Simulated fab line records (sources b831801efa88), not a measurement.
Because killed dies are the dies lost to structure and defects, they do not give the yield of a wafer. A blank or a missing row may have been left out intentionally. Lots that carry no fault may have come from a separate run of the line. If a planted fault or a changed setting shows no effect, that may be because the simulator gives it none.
Chamber matching ; flow sfq_line ; 3 sister chambers for SFQ_TRILAYER_I4_DEP_PECVD_099 on pecvd-04
The step deposits SiO2 from SiH4/N2O, time 111.11 s, target thk 500 nm. 6 wafers are shown with their chamber, then 7 later ones without.

== WAFERS, EACH WITH ITS CHAMBER ==
wafer;chamber;throttle_valve_pct (%);heater_power_outer_w (W)
L983.2;2;23.9;15
L987.2;2;24.2;12
L991.5;1;25.5;46
L991.6;0;27.4;23
L992.1;0;27.1;22
L992.4;1;25.2;44

== WAFERS WITHOUT THEIR CHAMBER ==
wafer;throttle_valve_pct (%);heater_power_outer_w (W)
L992.5;27.3;24
L995.2;27.3;21
L995.4;23.9;19
L995.5;27.5;23
L998.1;25.1;36
L998.3;24.0;16
L998.5;25.4;39

== THE CHAMBER EACH PASSED THROUGH ==
wafer;from the rows above;in truth
L992.5;0;0
L995.2;0;0
L995.4;2;2
L995.5;0;0
L998.1;1;1
L998.3;2;2
L998.5;1;1
Correct placement for 7 of the 7. Can't be placed from these rows: 0. Number placed wrongly: 0.
How it was worked out, from the rows above alone: a wafer's distance from a chamber is the root of the sum, over the readings, of the square of ((its reading less the chamber's mean) divided by the reading's scatter). If the next closest chamber is less than 2 further off than the closest, the wafer can't be placed; otherwise it belongs to the closest. The mean given for a chamber averages the wafers shown for that chamber. The scatter: take each reading less its chamber's mean, square it, sum over the shown wafers, divide by the number of wafers less the number of chambers, and take the root.
